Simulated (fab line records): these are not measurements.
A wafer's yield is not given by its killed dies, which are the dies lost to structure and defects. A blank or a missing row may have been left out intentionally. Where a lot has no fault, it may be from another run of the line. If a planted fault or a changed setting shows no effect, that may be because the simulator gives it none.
8D (eight disciplines) problem report, filled in by code -- flow sky130 -- the parts of the form that need people (team, actions taken, sign-off) are left out

## 1. WHAT WENT WRONG
sort_bin_3_pad_short at SKY_PAD_OPEN_PROBE_99 reads a mean of 3.5 % on 4 wafers of 3 lots; wafers without a fault read 0.9 % with a standard deviation of 0.44. Measured from the usual mean, that is +6.0 standard deviations.
First seen on wafer L389.3, day 47 11:09, on prober-02. Wafers with a number at this step in the record: 39, from 13 lots. By rule, "out" or "out of limits" means more than 4 standard deviations away from the usual mean. Any other wafer with a number is counted as sound.

## 2. WHAT THIS IS AND IS NOT
question,is,is not
which readings at this step,"sort_bin_3_pad_short, killed_at_M0_to_M3","killed_at_M4_up, killed_at_contacts, killed_at_front_end, killed_at_other, killed_short, sort_bin_6_memory"
which lots,"L389, L391, L393","L385, L386, L387, L390, L399, L401, L402, L403, L404, L406"
which wafers of those lots,"L389.3, L391.1, L393.3, L393.5","L389.4, L389.5, L391.2, L391.3, L393.1"
read on which tools,prober-02,prober-01
when,from day 47 11:09,"up to then (9 sound wafers); but 26 sound wafers of L389, L390, L391, L393, L399, L401, L402, L403, L404, L406 came after"

## 3. SUSPECTS, AND WHAT RULES EACH OUT
Counting: any tool at a process step up to the reading remains a suspect provided it ran every lot that is out. Sound lots after the first of them don't rule it out here, since some wafers of a struck lot are sound.
- pvd_sputter-03 at SKY_METAL1_SPUTTER_02 (material AlCu, target thk 250 nm, time 13.3 s): kept. Every lot that is out went through it, the first being L389 (day 33 19:06); the last sound lot it ran before that was L387 (day 33 08:50).
- prober-02 at SKY_PAD_OPEN_PROBE_99: kept. Every lot that is out went through it, the first being L389 (day 47 11:09); the last sound lot it ran before that was L387 (day 47 04:19). Its own killed_at_M0_to_M3, sort_bin_3_pad_short readings are out on those wafers.
Left after counting: pvd_sputter-03 at SKY_METAL1_SPUTTER_02, prober-02 at SKY_PAD_OPEN_PROBE_99.

## 4. THE CAUSE (what the simulator had put in)
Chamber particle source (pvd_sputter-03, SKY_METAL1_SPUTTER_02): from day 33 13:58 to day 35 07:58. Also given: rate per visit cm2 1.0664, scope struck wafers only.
2 suspects survive the count, and this tool is in that group.

## 5. SEQUENCE OF EFFECTS, ordered by route
Each row: a reading where the mean over the struck wafers with a number is more than 3 standard deviations away from the usual. Readings are gone through only where the record gives a usual standard deviation; hours: the median, over the lots, of the time from a lot's start at the first step in this table giving one to that lot's start at this step; sigmas: the change measured in usual standard deviations.
hours,step,reading,usual,on struck wafers,change,sigmas
0,SKY_PAD_OPEN_PROBE_99,defect_limited_yield,82.5 %,73.4,-9.1,-4.6
0,SKY_PAD_OPEN_PROBE_99,killed_at_M0_to_M3,43,94,+51,+7.2
0,SKY_PAD_OPEN_PROBE_99,killed_dies,86,131,+45,+4.7
0,SKY_PAD_OPEN_PROBE_99,sort_bin_3_pad_short,0.9 %,3.5,+2.6,+6.0
0,SKY_PAD_OPEN_PROBE_99,sort_bin_5_function,10.4 %,17.1,+6.7,+4.4
0,SKY_PAD_OPEN_PROBE_99,sort_n_pass,406,361,-45,-4.7
0,SKY_PAD_OPEN_PROBE_99,sort_yield_pct,82.5 %,73.4,-9.1,-4.6
Its process steps:
- SKY_PAD_OPEN_PROBE_99

## 6. HOW IT WOULD HAVE BEEN CAUGHT EARLIER
The fault began at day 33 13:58; the first out-of-limits reading in this record came at day 47 11:09, 333 hours later.
No tool reading at SKY_METAL1_SPUTTER_02 that has a usual standard deviation in the record was out on any struck wafer, so an alarm limit of 4 standard deviations on those readings would not have fired.
All the lots that are out (3) had begun SKY_METAL1_SPUTTER_02 on pvd_sputter-03 by day 47 11:09. None of them would have been spared by holding the tool at that moment.
